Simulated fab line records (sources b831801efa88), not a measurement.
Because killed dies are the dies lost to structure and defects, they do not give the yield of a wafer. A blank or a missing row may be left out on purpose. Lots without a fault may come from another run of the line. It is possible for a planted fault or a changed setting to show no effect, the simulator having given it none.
Which tool was responsible? | flow gf180mcu | 12 lots with 36 wafers sampled at 4 steps, on a route of 602 steps

== WHAT THE GAUGES SHOWED, per wafer ==
GF_V1_CD_MEAS_14 targets a cd of 260 nm.
lot  | measured     | on        | cd_nm (nm)
L075 | day 18 16:58 | cd_sem-02 | 261.3 260.7 259.0
L077 | day 19 04:17 | cd_sem-01 | 258.3 258.1 258.6
L079 | day 20 03:38 | cd_sem-01 | 256.5 256.7 256.5
L081 | day 20 18:59 | cd_sem-02 | 259.4 260.2 259.1
L083 | day 21 13:49 | cd_sem-02 | 260.4 260.3 261.5
L085 | day 22 03:04 | cd_sem-02 | 262.4 260.0 261.2
L087 | day 22 19:02 | cd_sem-01 | 259.3 260.3 259.8
L089 | day 23 17:32 | cd_sem-02 | 260.1 260.5 260.5
L091 | day 24 05:00 | cd_sem-02 | 257.7 258.7 258.4
L093 | day 24 20:18 | cd_sem-01 | 261.1 260.1 259.8
L095 | day 25 12:35 | cd_sem-01 | 261.6 261.7 261.9
L097 | day 26 00:37 | cd_sem-01 | 258.7 259.9 259.2

== WHICH TOOL RAN EACH LOT (tool, then ch and the chambers of the sampled wafers, then the start) ==
lot  | GF_MVPSD_STRIP_10                    | GF_CONTACT_CMP_04             | GF_CONTACT_CMP_27
L075 | plasma_asher-02 ch 0,1, day 5 07:56  | cmp-01 ch 0,3, day 15 17:37   | cmp-01 ch 0,1, day 16 17:17
L077 | plasma_asher-02 ch 0,1, day 5 18:58  | cmp-01 ch 0,1,3, day 16 03:35 | cmp-02 ch 0,2,3, day 17 03:38
L079 | plasma_asher-01 ch 0, day 6 07:53    | cmp-01 ch 0,2, day 17 02:04   | cmp-01 ch 1,2,3, day 18 02:29
L081 | plasma_asher-01 ch 0,1, day 6 20:41  | cmp-01 ch 0,1,3, day 17 16:46 | cmp-02 ch 0,3, day 18 17:32
L083 | plasma_asher-02 ch 0,1, day 7 08:56  | cmp-02 ch 0,1,3, day 18 11:47 | cmp-01 ch 2,3, day 19 13:10
L085 | plasma_asher-01 ch 0,1, day 7 18:58  | cmp-01 ch 1,2,3, day 19 00:35 | cmp-02 ch 0,2,3, day 20 02:01
L087 | plasma_asher-02 ch 0,1, day 8 05:52  | cmp-01 ch 0,2,3, day 19 17:35 | cmp-02 ch 0,1,3, day 20 18:38
L089 | plasma_asher-03 ch 0,1, day 8 18:49  | cmp-02 ch 0,2,3, day 20 16:14 | cmp-02 ch 0,3, day 21 17:23
L091 | plasma_asher-02 ch 0,1, day 9 05:28  | cmp-02 ch 0,1,3, day 21 05:03 | cmp-02 ch 0,1,2, day 22 06:26
L093 | plasma_asher-02 ch 0,1, day 9 16:28  | cmp-02 ch 1,2, day 21 20:47   | cmp-02 ch 2,3, day 22 20:49
L095 | plasma_asher-03 ch 0,1, day 10 05:37 | cmp-01 ch 2,3, day 22 13:48   | cmp-02 ch 2,3, day 23 13:11
L097 | plasma_asher-01 ch 0,1, day 10 18:49 | cmp-02 ch 0,1,3, day 23 04:47 | cmp-01 ch 0,1,2, day 24 03:53
- GF_MVPSD_STRIP_10: strips in O2/N2.
- GF_CONTACT_CMP_04: polishes SiO2.
- GF_CONTACT_CMP_27: polishes, stops on SiO2, t overpolish 15 s, target thk 0 nm.

== THE ANSWER, worked out from the rows above alone ==
Rule: what is usual is taken from the lots themselves. Put in order of their means at a reading, lots are off if they are a third of the lots or fewer, leave a main group of 4 or more, and stand apart from it by a gap of 3 or more times the standard deviation of the main group's means; of several such gaps the widest counts. A main group is skipped when, at the precision printed for the reading in the tables above, its means are all equal. Also off: a lot with no number at a reading for which 4 or more lots have one. All remaining lots with rows at the step are treated as sound.
No lot is off on any of the readings shown, so nothing can be concluded from this.

== WHAT HAD BEEN PUT IN BY THE SIMULATOR ==
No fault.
